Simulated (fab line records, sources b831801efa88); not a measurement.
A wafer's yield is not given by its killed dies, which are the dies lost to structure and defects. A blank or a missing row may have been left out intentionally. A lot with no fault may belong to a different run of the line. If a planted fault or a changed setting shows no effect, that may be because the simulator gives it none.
Split-lot trial | flow gf180mcu | 5 lots, 23 wafers read, on a route of 602 steps

## THE SPLIT
At GF_V5_EXPOSE_11 (exposes mask Via5, target cd 260 nm), the setting doseMj was moved away from the recipe's 38 on 9 of the 23 wafers read, by -6.2% to +7.1%. For the rest of the wafers, this setting stayed at what the recipe calls for.

## FROM THE SPLIT TO THE READING: what the file shows between them, 2 steps
- GF_V5_PEB_12: peb time 90 s
- GF_V5_DEVELOP_13: develop time 60 s

## THE READING
At GF_V5_CD_MEAS_14: cdNm in nanometres, against a target cd of 260 nm. Typical for fault-free wafers on this fab line: 259.8 nm, with standard deviation 1.3 nm.

wafer  | tool, chamber at the split | doseMj as run | against the recipe | cdNm, nm | against lot-mates on the recipe
L075.2 | krfScanner-01, 0           | 38            | recipe             | 261.0    | -
L075.3 | krfScanner-01, 0           | 38            | recipe             | 261.8    | -
L075.4 | krfScanner-01, 0           | 38            | recipe             | 260.6    | -
L077.1 | krfScanner-02, 0           | 38            | recipe             | 260.3    | -
L077.2 | krfScanner-02, 0           | 38            | recipe             | 260.4    | -
L077.3 | krfScanner-02, 0           | 36.96         | -2.7%              | 257.2    | -2.8
L077.4 | krfScanner-02, 0           | 38            | recipe             | 259.4    | -
L077.6 | krfScanner-02, 0           | 36.96         | -2.7%              | 256.5    | -3.5
L080.2 | krfScanner-01, 0           | 38            | recipe             | 258.0    | -
L080.3 | krfScanner-01, 0           | 40.68         | +7.1%              | 267.9    | +10.2
L080.4 | krfScanner-01, 0           | 40.68         | +7.1%              | 268.4    | +10.7
L080.5 | krfScanner-01, 0           | 38            | recipe             | 258.2    | -
L080.6 | krfScanner-01, 0           | 38            | recipe             | 256.8    | -
L081.1 | krfScanner-01, 0           | 38            | recipe             | 260.1    | -
L081.2 | krfScanner-01, 0           | 38            | recipe             | 261.4    | -
L081.3 | krfScanner-01, 0           | 35.65         | -6.2%              | 250.7    | -10.2
L081.5 | krfScanner-01, 0           | 38            | recipe             | 261.3    | -
L081.6 | krfScanner-01, 0           | 35.65         | -6.2%              | 251.2    | -9.7
L082.2 | krfScanner-01, 0           | 38            | recipe             | 258.4    | -
L082.3 | krfScanner-01, 0           | 38            | recipe             | 258.6    | -
L082.4 | krfScanner-01, 0           | 39.97         | +5.2%              | 266.9    | +8.4
L082.5 | krfScanner-01, 0           | 39.97         | +5.2%              | 266.8    | +8.3
L082.6 | krfScanner-01, 0           | 39.97         | +5.2%              | 266.5    | +8.0

FIT RESULTS
A straight line over all 23 wafers: cdNm changes by +1.3 nm for each +1% of doseMj; r = +0.96; the points scatter about the line by 1.3 nm.
The same after taking each lot's own level away (the mean of its wafers on the recipe; 23 wafers): +1.53 nm for each +1%; r = +0.99; scatter 0.58 nm.
The reading moves by 11 nm for the largest change in doseMj, on that fit.
The span of the lots' own levels, 257.67 to 261.13 nm, comes to 2.7 times the standard deviation stated above.
In other words, the slope is changed by the lot-to-lot level; the two fits disagree.
Check: +11 nm against its lot-mates is what the line predicts for one of the wafers moved furthest among these (+7.1%) when that wafer is left out of the fit. Against them it came out at +10.2 nm.

## ADDITIONAL SPLITS CARRIED BY THESE WAFERS
Note: prior to the reading, these wafers also went through further splits. Each is held against what the fit with the lots' levels taken away leaves over:
other split on the same wafers | wafers away from the commonest value | r with cdNm (lot level and that fit taken away)
GF_M5_METAL_ETCH_10 timeS      | 10                                   | +0.02
GF_V5_CVD_00 sih4FlowSccm      | 9                                    | +0.19

## THE WHOLE CHAIN: every reading that the file lists as answering this split, in the file's order
step             | what it does         | reading                                                  | change (the file's fit)              | r (the file's)
GF_V5_CD_MEAS_14 | target cd 260 nm     | cdNm                                                     | +1.53 nm for each +1% of the setting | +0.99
GF_V5_ETCH_16    | etches BARC in N2/H2 | V5.cdNm (the simulator's own value, which no gauge read) | +1.54 nm for each +1% of the setting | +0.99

## THE FILE'S OWN FIT
cdNm changes by +1.53 nm for each +1% of doseMj, r = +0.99.
